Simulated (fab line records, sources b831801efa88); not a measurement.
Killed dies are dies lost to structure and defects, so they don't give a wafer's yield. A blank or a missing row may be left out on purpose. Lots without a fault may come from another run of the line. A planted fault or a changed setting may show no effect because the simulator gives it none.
fab line records | flow sky130
record lots=14 wafers=42 last_day=50
route steps=708 shown CAPM@538 VIA3@573
lots that met no fault: from a run of the same line without faults
start_h: hours from the record's first day to the start of the lot's first wafer shown | wait_h: hours since the lot's step before | " the same as in the row above | L1.1+2: a row that stands for several wafers | - no value, or no start given | * or withheld: withheld | < > ~ a bound
route shown NAME@n: a module of which the file shows steps, and the number in the route of the first | usual: mean/standard deviation of fault-free wafers | same: alike in all rows | chamber/n: place in a boat | sites: the reading at each site | _std_site: their standard deviation | _edge_site: outer sites' mean less inner sites' | radius_mm: how far each site lies from the wafer's centre | mask NAME#n: copy n | behind: the tool/chamber that last shaped the wafer | hold: why the lot was held/for how many hours/how that ended | device: the transistor (n, p or np) that didn't switch | end of line: the same wafers' tests at the end of the route | a step without rows: its recipe alone | killed: dies lost to structure and defects at the first sort, not the wafer's yield | map: a wafer's dies, x killed, . not, _ none there
set.NAME: the setting as run; set.NAME@STEP: as run at that earlier step | model.NAME: the simulator's own value behind a step, which no gauge read
steps of the route over a sample of lots; a table a step, a row a wafer
services: from which hour (start_h, from the record's first day; less than 0 if before it) a tool's chamber was out of use, for how many hours, and why
## steps
# step SKY_CAPM_THK_MEAS_01
# recipe reads=SiO2_of_CAPM_CVD_00
# usual CAPM_CVD_00_THK=15.54/0.24
# columns lot.wafer tool chamber start_h wait_h CAPM_CVD_00_THK[nm]
L964.1 film_metro-01 - 865.37 - 15.81
L964.3 " - " " 15.40
L964.6 " - " " 16.19
L965.2 film_metro-02 - 869.44 - 15.86
L965.4 " - " " 15.72
L965.5 " - " " 15.55
L966.1 film_metro-01 - 889.34 - 15.49
L966.4 " - " " 15.82
L966.6 " - " " 16.05
L967.2 film_metro-02 - 913.47 - 15.54
L967.4 " - " " 15.68
L967.6 " - " " 15.56
L969.1 film_metro-03 - 919.08 - 15.69
L969.2 " - " " 15.47
L969.3 " - " " 15.29
L970.3 film_metro-03 - 935.58 - 15.48
L970.5 " - " " 15.63
L970.6 " - " " 15.88
L971.2 film_metro-01 - 938.09 - 15.10
L971.3 " - " " 15.47
L971.6 " - " " 15.94
L972.2 film_metro-03 - 939.97 - 15.36
L972.3 " - " " 15.51
L972.6 " - " " 15.52
L974.3 film_metro-02 - 941.50 - 15.05
L974.4 " - " " 15.39
L974.5 " - " " 15.45
L977.3 film_metro-01 - 975.20 - 15.22
L977.5 " - " " 15.67
L977.6 " - " " 15.71
L979.1 film_metro-02 - 983.48 - 15.20
L979.2 " - " " 15.06
L979.5 " - " " 15.55
L980.1 film_metro-02 - 985.78 - 15.28
L980.5 " - " " 15.49
L980.6 " - " " 15.79
L982.1 film_metro-02 - 990.04 - 15.60
L982.2 " - " " 15.29
L982.6 " - " " 15.72
L985.1 film_metro-01 - 1014.78 - 15.12
L985.2 " - " " 15.39
L985.4 " - " " 15.20
# step SKY_VIA3_HDPCVD_00
# recipe material=SiO2 target_thk_nm=1635 sigma_open_frac=0.3 time_s=272.5 temp_c=400 sih4_flow_sccm=60 pressure_mtorr=6
# columns lot.wafer tool chamber start_h wait_h
L964.1+3+6 hdpcvd-01 2,1,1 917.04 0.0
L965.2+4+5 hdpcvd-01 0,0,1 921.83 0.0
L966.1+4+6 hdpcvd-01 2,0,2 942.56 0.0
L967.2+4+6 hdpcvd-02 1,2,0 965.49 0.0
L969.1+2+3 hdpcvd-02 1,2,0 970.98 0.0
L970.3+5+6 hdpcvd-01 0,2,0 985.81 0.0
L971.2+3+6 hdpcvd-01 0,1,2 987.55 0.0
L972.2+3+6 hdpcvd-01 0,2,2 990.02 0.0
L974.3+4+5 hdpcvd-01 1,0,1 991.17 0.0
L977.3+5+6 hdpcvd-01 1,1,2 1024.79 0.0
L979.1+2+5 hdpcvd-01 2,1,1 1032.91 0.0
L980.1+5+6 hdpcvd-02 2,1,0 1034.96 0.0
L982.1+2+6 hdpcvd-02 0,1,2 1039.10 0.0
L985.1+2+4 hdpcvd-02 0,1,1 1061.51 0.0
# step SKY_VIA3_THK_MEAS_01
# recipe reads=SiO2_of_VIA3_HDPCVD_00
# usual VIA3_HDPCVD_THK=1627/23
# columns lot.wafer tool chamber start_h wait_h VIA3_HDPCVD_THK[nm]
L964.1 film_metro-03 - 917.21 0.1 1651
L964.3 " - " " 1635
L964.6 " - " " 1634
L965.2 film_metro-03 - 922.01 0.1 1641
L965.4 " - " " 1645
L965.5 " - " " 1610
L966.1 film_metro-02 - 942.73 0.1 1622
L966.4 " - " " 1650
L966.6 " - " " 1619
L967.2 film_metro-03 - 965.67 0.1 1627
L967.4 " - " " 1619
L967.6 " - " " 1653
L969.1 film_metro-02 - 971.14 0.1 1654
L969.2 " - " " 1652
L969.3 " - " " 1640
L970.3 film_metro-04 - 986.00 0.1 1632
L970.5 " - " " 1602
L970.6 " - " " 1626
L971.2 film_metro-04 - 987.72 0.1 1631
L971.3 " - " " 1620
L971.6 " - " " 1600
L972.2 film_metro-03 - 990.20 0.1 1630
L972.3 " - " " 1593
L972.6 " - " " 1597
L974.3 film_metro-03 - 991.36 0.1 1600
L974.4 " - " " 1616
L974.5 " - " " 1620
L977.3 film_metro-03 - 1024.98 0.1 1622
L977.5 " - " " 1611
L977.6 " - " " 1297
L979.1 film_metro-03 - 1033.08 0.1 1289
L979.2 " - " " 1620
L979.5 " - " " 1601
L980.1 film_metro-02 - 1035.13 0.1 1647
L980.5 " - " " 1651
L980.6 " - " " 1665
L982.1 film_metro-02 - 1039.27 0.1 1644
L982.2 " - " " 1633
L982.6 " - " " 1642
L985.1 film_metro-02 - 1061.68 0.1 1684
L985.2 " - " " 1639
L985.4 " - " " 1672
# step SKY_VIA3_ETCH_15
# recipe target=SiO2 chemistry=C4F8/O2/Ar target_depth_nm=507 stop_on=TiN mask_material=KrF-thick source_w=1500 bias_w=1200 pressure_mtorr=40 c4f8_flow_sccm=withheld O2_flow_sccm=6 Ar_flow_sccm=300 time_s=78
# usual bias_w=1200/3.8 oes_product_au=0.946/0.0046
# columns lot.wafer tool chamber start_h wait_h bias_w oes_product_au rf_hours_counter_h
L964.1 rie_diel-04 3 944.07 0.0 1202 0.951 21
L964.3 " 0 " " 1196 0.947 6
L964.6 " 3 " " 1201 0.947 -
L965.2 rie_diel-03 3 947.67 0.0 1200 0.941 4
L965.4 " 3 " " 1198 0.940 -
L965.5 " 1 " " 1196 0.944 -
L966.1 rie_diel-03 1 967.07 0.0 1200 0.945 12
L966.4 " 0 " " 1206 0.948 25
L966.6 " 3 " " 1206 0.940 -
L967.2 rie_diel-04 1 990.97 0.0 1197 0.948 7
L967.4 " 0 " " 1207 0.946 7
L967.6 " 0 " " 1203 0.949 -
L969.1 rie_diel-03 3 996.12 0.0 1198 0.937 5
L969.2 " 1 " " 1202 0.938 13
L969.3 " 2 " " 1201 0.947 15
L970.3 rie_diel-04 3 1010.62 0.0 1200 0.938 23
L970.5 " 2 " " 1207 0.938 -
L970.6 " 1 " " 1202 0.945 -
L971.2 rie_diel-03 2 1012.47 0.0 1196 0.936 16
L971.3 " 0 " " 1193 0.948 26
L971.6 " 3 " " 1195 0.948 -
L972.2 rie_diel-02 2 1014.42 0.0 1198 0.946 24
L972.3 " 1 " " 1200 0.943 14
L972.6 " 2 " " 1198 0.949 -
L974.3 rie_diel-03 2 1016.13 0.0 1200 0.946 16
L974.4 " 1 " " 1207 0.952 14
L974.5 " 2 " " 1205 0.947 -
L977.3 rie_diel-04 0 1048.19 0.0 1200 0.949 8
L977.5 " 2 " " 1197 0.940 -
L977.6 " 3 " " 1204 0.729 -
L979.1 rie_diel-04 3 1056.27 0.0 1200 0.722 24
L979.2 " 1 " " 1199 0.950 8
L979.5 " 1 " " 1200 0.950 -
L980.1 rie_diel-02 2 1058.32 0.0 1204 0.946 25
L980.5 " 0 " " 1194 0.948 -
L980.6 " 1 " " 1203 0.947 -
L982.1 rie_diel-02 3 1062.32 0.0 1198 0.948 21
L982.2 " 2 " " 1197 0.940 26
L982.6 " 2 " " 1194 0.947 -
L985.1 rie_diel-02 1 1084.37 0.0 1202 0.949 17
L985.2 " 2 " " 1198 0.945 27
L985.4 " 3 " " 1204 0.947 21
# step SKY_VIA3_STRIP_16
# recipe chemistry=O2/N2 power_w=1400 pressure_mtorr=1500 platen_temp_c=withheld o2_flow_sccm=3000 n2_flow_sccm=300 overash_fraction=0.5
# usual drypump_motor_current_A=5.85/0.26 oes_product_au=0.402/0.0051 strip_time_to_endpoint_s=4.123/0.026
# columns lot.wafer tool chamber start_h wait_h drypump_motor_current_A oes_product_au rf_hours_counter_h strip_time_to_endpoint_s
L964.1 plasma_asher-01 1 944.13 0.0 5.81 0.401 112 4.127
L964.3 " 0 " " 6.31 0.400 - 4.112
L964.6 " 0 " " 6.33 0.400 - 4.105
L965.2 plasma_asher-01 1 947.73 0.0 5.80 0.398 112 4.090
L965.4 " 1 " " 5.77 0.398 - 4.112
L965.5 " 0 " " 6.34 0.408 - 4.095
L966.1 plasma_asher-03 0 967.13 0.0 5.39 0.401 52 4.108
L966.4 " 1 " " 5.80 0.398 - 4.093
L966.6 " 0 " " 5.39 0.408 - 4.123
L967.2 plasma_asher-03 1 991.03 0.0 5.84 0.403 54 4.160
L967.4 " 0 " " 5.40 0.405 - 4.112
L967.6 " 0 " " 5.36 0.399 - 4.116
L969.1 plasma_asher-01 1 996.18 0.0 5.79 0.413 117 4.146
L969.2 " 0 " " 6.32 0.405 117 4.113
L969.3 " 1 " " 5.78 0.404 - 4.129
L970.3 plasma_asher-01 0 1010.71 0.1 6.31 0.398 - 4.117
L970.5 " 1 " " 5.81 0.397 - 4.102
L970.6 " 0 " " 6.33 0.404 - 4.176
L971.2 plasma_asher-02 0 1012.53 0.0 5.87 0.407 24 4.103
L971.3 " 1 " " 5.74 0.398 - 4.070
L971.6 " 1 " " 5.74 0.403 - 4.137
L972.2 plasma_asher-01 1 1014.48 0.0 5.80 0.397 119 4.140
L972.3 " 0 " " 6.32 0.401 - 4.120
L972.6 " 0 " " 6.33 0.401 - 4.124
L974.3 plasma_asher-01 1 1016.23 0.1 5.78 0.400 - 4.109
L974.4 " 0 " " 6.30 0.400 - 4.109
L974.5 " 1 " " 5.80 0.402 - 4.116
L977.3 plasma_asher-02 1 1048.28 0.1 5.71 0.392 - 4.105
L977.5 " 1 " " 5.74 0.400 - 4.105
L977.6 " 0 " " 5.90 0.398 - 4.113
L979.1 plasma_asher-02 1 1056.33 0.0 5.72 0.408 28 4.155
L979.2 " 0 " " 5.91 0.407 28 4.174
L979.5 " 0 " " 5.92 0.403 - 4.174
L980.1 plasma_asher-02 1 1058.42 0.1 5.74 0.401 29 4.079
L980.5 " 1 " " 5.73 0.397 - 4.110
L980.6 " 0 " " 5.91 0.405 - 4.111
L982.1 plasma_asher-02 0 1062.38 0.0 5.88 0.405 30 4.141
L982.2 " 1 " " 5.72 0.397 30 4.152
L982.6 " 1 " " 5.74 0.403 - 4.146
L985.1 plasma_asher-03 0 1084.43 0.0 5.39 0.399 62 4.146
L985.2 " 1 " " 5.83 0.404 62 4.127
L985.4 " 0 " " 5.43 0.393 - 4.158
# step SKY_VIA3_SPUTTER_20
# recipe material=TiN target_thk_nm=20 chamber_pressure_pa=5 power_w=4000 time_s=80
# usual throttle_valve_pct=30.4/1.4
# columns lot.wafer tool chamber start_h wait_h throttle_valve_pct
L964.1 pvd_sputter-04 - 944.73 0.0 28.9
L964.3 " - " " 33.0
L964.6 " - " " 31.5
L965.2 pvd_sputter-03 - 948.32 0.0 30.1
L965.4 " - " " 29.8
L965.5 " - " " 28.1
L966.1 pvd_sputter-04 - 967.73 0.0 29.0
L966.4 " - " " 32.8
L966.6 " - " " 33.0
L967.2 pvd_sputter-03 - 991.63 0.0 30.0
L967.4 " - " " 31.1
L967.6 " - " " 30.0
L969.1 pvd_sputter-04 - 996.81 0.0 28.8
L969.2 " - " " 31.3
L969.3 " - " " 32.9
L970.3 pvd_sputter-02 - 1011.27 0.0 30.2
L970.5 " - " " 31.0
L970.6 " - " " 30.5
L971.2 pvd_sputter-02 - 1013.13 0.0 30.4
L971.3 " - " " 28.8
L971.6 " - " " 30.1
L972.2 pvd_sputter-02 - 1015.13 0.0 31.1
L972.3 " - " " 28.7
L972.6 " - " " 28.7
L974.3 pvd_sputter-03 - 1017.13 0.0 30.0
L974.4 " - " " 28.1
L974.5 " - " " 27.8
L977.3 pvd_sputter-03 - 1048.87 0.0 27.9
L977.5 " - " " 30.0
L977.6 " - " " 31.0
L979.1 pvd_sputter-04 - 1056.92 0.0 29.0
L979.2 " - " " 28.9
L979.5 " - " " 32.8
L980.1 pvd_sputter-02 - 1059.01 0.0 29.1
L980.5 " - " " 31.7
L980.6 " - " " 30.3
L982.1 pvd_sputter-03 - 1062.98 0.0 30.7
L982.2 " - " " 28.0
L982.6 " - " " 30.0
L985.1 pvd_sputter-02 - 1085.02 0.0 28.7
L985.2 " - " " 30.3
L985.4 " - " " 30.9
## services
# columns tool chamber start_h hours kind
plasma_asher-01 - 905.11 3.0 repair
hdpcvd-02 - 909.05 6.0 pm
rie_diel-04 0 917.82 4.9 repair
hdpcvd-01 1 925.73 15.4 repair
rie_diel-02 - 926.02 0.2 repair
rie_diel-03 3 937.78 2.5 repair
rie_diel-03 0 942.42 5.4 repair
hdpcvd-02 - 950.25 15.0 pm
hdpcvd-02 0 950.67 5.7 repair
pvd_sputter-04 - 956.39 2.9 repair
rie_diel-04 - 958.96 8.2 repair
plasma_asher-02 - 959.12 1.4 repair
rie_diel-02 - 969.67 2.8 pm
rie_diel-03 0 975.41 4.7 repair
plasma_asher-02 - 977.07 2.0 repair
pvd_sputter-04 - 980.03 1.2 repair
rie_diel-04 - 980.94 0.4 repair
rie_diel-04 - 997.98 0.2 repair
rie_diel-04 0 1036.99 5.0 repair
hdpcvd-01 1 1043.55 22.5 repair
plasma_asher-01 - 1055.31 9.0 pm
hdpcvd-02 - 1056.98 0.5 repair
rie_diel-03 - 1057.49 74.4 repair
plasma_asher-02 - 1078.27 2.2 repair
## key
first_sign step=SKY_VIA3_THK_MEAS_01 reading=VIA3_HDPCVD_THK direction=down sigmas=15 usual=1627 struck=1293
effect step=SKY_VIA3_ETCH_15 reading=oes_product_au direction=down sigmas=48 usual=0.946 struck=0.725
met_at SKY_VIA3_HDPCVD_00
struck_lots L977,L979
struck_wafers L977.6,L979.1
sort_left_out L977.6,L979.1
not_acting_at SKY_CAPM_THK_MEAS_01,SKY_VIA3_STRIP_16,SKY_VIA3_SPUTTER_20
onset_between 990.02 1024.79
fault kind=site_profile_drift tool=hdpcvd-01 chamber=2 onset_h=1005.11 steps=SKY_VIA3_HDPCVD_00 basis=fraction max_abs_drift=0.41342 slope_share_per_hr=91.871 site_pattern=0,0,0,0,0,-1,-1,-1,-1
# sort_left_out: the simulated sort isn't trusted on such a fault, so these wafers' sort isn't shown, and their yield isn't known
